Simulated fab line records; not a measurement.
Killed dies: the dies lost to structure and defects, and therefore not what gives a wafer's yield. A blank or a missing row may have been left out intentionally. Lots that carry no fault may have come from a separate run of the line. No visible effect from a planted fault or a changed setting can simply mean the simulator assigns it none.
What tool caused it? | flow sky130 | 11 lots with 33 wafers sampled at 6 steps, on a route of 708 steps

## WHAT THE GAUGES READ, wafer by wafer
SKY_CAPM_OVL_MEAS_12.
lot  | measured     | on         | CAPM_OVL (nm)
L619 | day 37 05:36 | overlay-02 | -1.0 -1.7 -1.7
L618 | day 37 06:03 | overlay-01 | 0.7 -0.1 0.4
L620 | day 38 20:57 | overlay-01 | -1.3 -0.3 -1.1
L622 | day 42 00:34 | overlay-01 | 0.0 1.0 1.1
L628 | day 42 04:06 | overlay-02 | 0.4 1.2 -0.7
L630 | day 42 06:14 | overlay-01 | -0.1 0.8 0.0
L633 | day 42 10:10 | overlay-01 | 1.7 -0.1 1.3
L634 | day 42 10:27 | overlay-02 | -0.6 -1.0 -1.0
L637 | day 42 19:40 | overlay-02 | -1.3 -1.8 0.0
L638 | day 42 21:56 | overlay-02 | -0.7 -0.4 -0.4
L641 | day 43 23:52 | overlay-01 | -1.9 -3.2 -1.8

SKY_VIA4_RS_MEAS_19: measurement is done with a four-point probe.
lot  | measured     | on           | VIA4_W_RS (ohm/sq)
L619 | day 42 11:12 | filmMetro-02 | 0.224 0.226 0.226
L618 | day 42 13:38 | filmMetro-02 | 0.222 0.224 0.225
L620 | day 44 00:14 | filmMetro-02 | 0.224 0.223 0.225
L622 | day 46 20:31 | filmMetro-03 | 0.223 0.227 0.228
L628 | day 46 23:32 | filmMetro-03 | 0.266 0.224 0.266
L630 | day 47 01:45 | filmMetro-01 | 0.227 0.220 0.229
L633 | day 47 07:41 | filmMetro-02 | 0.229 0.222 0.225
L634 | day 47 04:38 | filmMetro-01 | 0.229 0.224 0.222
L637 | day 47 13:27 | filmMetro-01 | 0.221 0.222 0.229
L638 | day 47 14:20 | filmMetro-03 | 0.222 0.228 0.231
L641 | day 48 13:20 | filmMetro-03 | 0.231 0.224 0.232

SKY_VIA4_THK_MEAS_20: measures by xrf.
lot  | measured     | on           | VIA4_W_THK (nm)
L619 | day 42 11:19 | filmMetro-02 | 506 502 498
L618 | day 42 13:46 | filmMetro-02 | 509 507 506
L620 | day 44 00:21 | filmMetro-02 | 507 511 503
L622 | day 46 20:38 | filmMetro-03 | 513 505 501
L628 | day 46 23:39 | filmMetro-03 | 442 507 437
L630 | day 47 01:52 | filmMetro-01 | 491 508 486
L633 | day 47 07:48 | filmMetro-02 | 489 505 497
L634 | day 47 04:45 | filmMetro-01 | 487 499 501
L637 | day 47 13:34 | filmMetro-01 | 506 504 489
L638 | day 47 14:27 | filmMetro-03 | 514 502 495
L641 | day 48 13:26 | filmMetro-03 | 496 510 492

## EACH LOT AND THE TOOL THAT RAN IT (in order: tool; ch and the chambers of the sampled wafers; start)
lot  | SKY_VIA3_ETCH_14                  | SKY_METAL4_SPUTTER_00       | SKY_VIA4_CVD_18
L619 | rieDiel-04 ch 0,1, day 39 08:31   | pvdSputter-01, day 39 09:53 | cvdW-01 ch 0,1, day 42 11:02
L618 | rieDiel-02 ch 0,1,2, day 39 10:28 | pvdSputter-04, day 39 11:50 | cvdW-01 ch 0,1, day 42 13:29
L620 | rieDiel-04 ch 0,1, day 40 23:40   | pvdSputter-02, day 41 01:04 | cvdW-02 ch 0, day 44 00:05
L622 | rieDiel-01 ch 0,1,3, day 44 00:58 | pvdSputter-01, day 44 02:22 | cvdW-02 ch 0,1, day 46 20:22
L628 | rieDiel-01 ch 0,1,2, day 44 04:39 | pvdSputter-01, day 44 06:02 | cvdW-01 ch 0,1, day 46 23:22
L630 | rieDiel-01 ch 0,1,3, day 44 05:57 | pvdSputter-04, day 44 07:19 | cvdW-02 ch 0,1, day 47 01:36
L633 | rieDiel-04 ch 0,1, day 44 11:25   | pvdSputter-01, day 44 12:46 | cvdW-02 ch 0,1, day 47 07:32
L634 | rieDiel-02 ch 1,2, day 44 10:45   | pvdSputter-02, day 44 12:08 | cvdW-02 ch 0,1, day 47 04:28
L637 | rieDiel-01 ch 2,3, day 44 19:19   | pvdSputter-01, day 44 20:40 | cvdW-02 ch 0,1, day 47 13:17
L638 | rieDiel-04 ch 0,2, day 44 20:54   | pvdSputter-01, day 44 22:16 | cvdW-02 ch 0,1, day 47 14:11
L641 | rieDiel-04 ch 1,2,3, day 45 20:28 | pvdSputter-02, day 45 21:53 | cvdW-02 ch 0,1, day 48 13:12
- SKY_VIA3_ETCH_14: etches BARC in N2/H2, stops on SiO2, time 45.9 s, target depth 60 nm.
- SKY_METAL4_SPUTTER_00: material Ti, target thk 15 nm, time 10 s.
- SKY_VIA4_CVD_18: deposits W, target thk 505 nm, time 152.14 s.

## WHAT THE TOOLS THEMSELVES READ (means of the sampled wafers that have a number; where no wafer has one, the mark that the record gives instead)
SKY_VIA3_ETCH_14.
lot  | tool       | drypumpMotorCurrentA (A) | oesProductAu (a.u.) | throttleValvePct (%)
L619 | rieDiel-04 | 5.3                      | 0.856               | 13.217
L618 | rieDiel-02 | 6.0                      | 0.856               | 13.221
L620 | rieDiel-04 | 5.3                      | 0.853               | 13.224
L622 | rieDiel-01 | 5.9                      | 0.855               | 13.233
L628 | rieDiel-01 | 5.8                      | 0.857               | 13.228
L630 | rieDiel-01 | 5.9                      | 0.852               | 13.223
L633 | rieDiel-04 | 5.3                      | 0.856               | 13.227
L634 | rieDiel-02 | 6.1                      | 0.854               | 13.223
L637 | rieDiel-01 | 5.9                      | 0.853               | 13.217
L638 | rieDiel-04 | 5.8                      | 0.856               | 13.222
L641 | rieDiel-04 | 5.7                      | 0.851               | 13.228

SKY_METAL4_SPUTTER_00.
lot  | tool          | throttleValvePct (%)
L619 | pvdSputter-01 | 28.8
L618 | pvdSputter-04 | 29.2
L620 | pvdSputter-02 | 30.4
L622 | pvdSputter-01 | 29.3
L628 | pvdSputter-01 | 29.4
L630 | pvdSputter-04 | 29.4
L633 | pvdSputter-01 | 29.3
L634 | pvdSputter-02 | 30.1
L637 | pvdSputter-01 | 29.8
L638 | pvdSputter-01 | 29.7
L641 | pvdSputter-02 | 30.8

SKY_VIA4_CVD_18.
lot  | tool    | heaterPowerW (W)
L619 | cvdW-01 | 720
L618 | cvdW-01 | 722
L620 | cvdW-02 | 749
L622 | cvdW-02 | 833
L628 | cvdW-01 | 739
L630 | cvdW-02 | 815
L633 | cvdW-02 | 782
L634 | cvdW-02 | 785
L637 | cvdW-02 | 776
L638 | cvdW-02 | 825
L641 | cvdW-02 | 826

## THE ANSWER, worked out from the rows above alone
Rule: the lots themselves supply what counts as usual. The widest of any qualifying gaps counts: lots, ordered by their means at a reading, are off when they make up no more than a third of the lots, leave a main group of 4 or more, and stand apart from it by 3 or more times the standard deviation of that group's means. The tables above print the reading to a certain number of digits; a main group whose means all agree to those digits is not used. Also off: a lot with no number at a reading for which 4 or more lots have one. All remaining lots with rows at the step are treated as sound. The gauges are gone through in route order, then the tools' own readings, and for those a lot's mean is taken as printed above. The first step at which some lot is off is used, and at that step the reading that is off furthest; a lot without a number counts as furthest.
Off: L628, at SKY_VIA4_RS_MEAS_19 (VIA4_W_RS). Mean 0.225 ohm/sq and standard deviation 0.0015 in the main group.
A tool fits if, at a process step before that reading, it ran every lot that is off, and no sound lot after the first of them. Gauges at SKY_VIA4_RS_MEAS_19: tried the same way as those tools. One fits: SKY_VIA4_CVD_18 on cvdW-01. A fault onset in the window from L618 (day 42 13:29, its last sound lot) to L628 (day 46 23:22, its first lot off) fits.

## WHAT THE SIMULATOR PUT IN
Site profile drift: cvdW-01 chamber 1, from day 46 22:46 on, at SKY_VIA4_CVD_18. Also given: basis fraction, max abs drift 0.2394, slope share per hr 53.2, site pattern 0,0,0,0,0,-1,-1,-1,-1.
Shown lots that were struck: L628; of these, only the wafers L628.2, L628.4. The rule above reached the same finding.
